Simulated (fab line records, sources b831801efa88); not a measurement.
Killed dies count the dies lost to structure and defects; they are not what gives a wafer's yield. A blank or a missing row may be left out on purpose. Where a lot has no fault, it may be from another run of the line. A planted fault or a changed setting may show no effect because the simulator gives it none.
Struck lot and sound lot, side by side / flow sky130 / 18 steps out of a route of 708
Sound: the wafers L688.1, L688.2, L688.6. Struck: wafer L698.2 (left out: L698.6, a lot-mate that was not struck); the cause follows at the end.
Order at every step that has rows: each side's tool, ch and its chambers, its first start. Under that, the readings that differ: sound wafers / struck wafers / difference of the means / sigmas: that difference in standard deviations of wafers without a fault.
alike: same words and numbers on both sides, and readings whose means sit less than 2 such deviations apart. not compared: any withheld reading, any reading some wafer has no value for, any bound like >300 that may hide the same value, and any number with overlapping values for which the record gives no deviation.
The two part at a step that has a row with sigmas, a row that says differs or no value, or rows on one side only. When numbers do not overlap yet have no deviation, they are printed without sigmas and do not part them. Lack of a reading on every wafer of one side parts them only where that side has two or more wafers.

first, 9 steps without rows for these wafers: SKY_CAP2M_CLEAN_17 (cleans in O3/DIW); SKY_METAL4_DEHYDRATE_05 (time 60 s); SKY_METAL4_HMDS_06 (prime time 60 s); SKY_METAL4_COAT_07 (resist thk 60 nm); SKY_METAL4_COAT_08 (resist thk 1140 nm); SKY_METAL4_SOFTBAKE_09 (time 90 s); SKY_METAL4_EXPOSE_10 (exposes mask MM4, target cd 300 nm); SKY_METAL4_PEB_11; SKY_METAL4_DEVELOP_12 (develop time 60 s).
SKY_METAL4_CD_MEAS_13 targets a cd of 300 nm.
  struck on cdSem-01, day 46 02:58; sound on cdSem-02, day 43 04:32
reading=cdNm (nm); sound=302.1 302.1 301.8; struck=298.7; difference=-3.3; sigmas=-3
SKY_METAL4_OVL_MEAS_14:
  struck on overlay-02, day 46 03:04; sound on overlay-02, day 43 04:40
  alike: METAL4_OVL
SKY_METAL4_DESCUM_15: chemistry O2, time 8 s.
  sound on rieMetal-02 ch 0,1, day 43 04:41; struck on rieMetal-02 ch 1, day 46 03:06
  alike: chamberPressureMTorr, drypumpMotorCurrentA, oesProductAu
  not compared: rfHoursCounterH
SKY_METAL4_ETCH_16: etches BARC in N2/H2, stops on SiO2, time 88.2 s, target depth 60 nm.
  sound on rieMetal-02 ch 0,1, day 43 04:44; struck on rieMetal-02 ch 1, day 46 03:08
reading=oesProductAu (a.u.); sound=0.630 0.631 0.614; struck=0.995; difference=+0.370; sigmas=+82
reading=runLengthS (s); sound=116.7 116.5 116.5; struck=75.6; difference=-41.0; sigmas=-41
reading=throttleValvePct (%); sound=13.200 13.194 13.203; struck=13.232; difference=+0.033; sigmas=+4
reading=model.KrF-thick_of_METAL4_COAT_08.thkNm (nm); sound=1078 1075 1075; struck=1099; difference=+23; sigmas=
reading=model.METAL4.cdNm (nm); sound=302.5 301.9 302.2; struck=305.5; difference=+3.3; sigmas=
  alike: chamberPressureMTorr, drypumpMotorCurrentA
  not compared: rfHoursCounterH
SKY_METAL4_ETCH_17: etches SiO2 in C4F8/O2/Ar, stops on TiN, time 3.9 s, target depth 15 nm.
  sound on rieDiel-03 ch 0,1, day 43 04:49; struck on rieDiel-03 ch 3, day 46 03:14
  alike: chamberPressureMTorr, oesProductAu
SKY_METAL4_METAL_ETCH_18: etches the open film in Cl2/BCl3, stops on SiO2, target depth 845 nm, time 183.1 s.
  sound on rieMetal-01 ch 0,1, day 43 04:50; struck on rieMetal-03 ch 0, day 46 03:15
reading=throttleValvePct (%); sound=22.276 22.276 22.286; struck=22.260; difference=-0.019; sigmas=-2
reading=model.KrF-thick_of_METAL4_COAT_08.thkNm (nm); sound=530.6 520.6 525.7; struck=553.9; difference=+28.3; sigmas=
  alike: chamberPressureMTorr, drypumpMotorCurrentA, oesProductAu, runLengthS
  not compared: rfHoursCounterH, model.METAL4.cdNm
SKY_METAL4_STRIP_19: strips in O2/N2.
  sound on plasmaAsher-01 ch 0,1, day 43 05:01; struck on plasmaAsher-01 ch 1, day 46 03:25
reading=oesProductAu (a.u.); sound=0.507 0.501 0.504; struck=0.518; difference=+0.014; sigmas=+3
reading=stripTimeToEndpointS (s); sound=6.56 6.46 6.51; struck=6.82; difference=+0.31; sigmas=+5
  alike: chamberPressureMTorr, drypumpMotorCurrentA
  not compared: rfHoursCounterH
then, 1 step without rows for these wafers: SKY_METAL4_STRIP_20 (strips in post etch residue remover, time 1200 s).
SKY_PAD_OPEN_PROBE_99:
  sound wafers here have rows in the record (prober-02, day 47 02:16); struck ones have none

## WHERE THEY PART
First at SKY_METAL4_CD_MEAS_13; last, within this record, at SKY_PAD_OPEN_PROBE_99.

WHY: what had been put in by the simulator
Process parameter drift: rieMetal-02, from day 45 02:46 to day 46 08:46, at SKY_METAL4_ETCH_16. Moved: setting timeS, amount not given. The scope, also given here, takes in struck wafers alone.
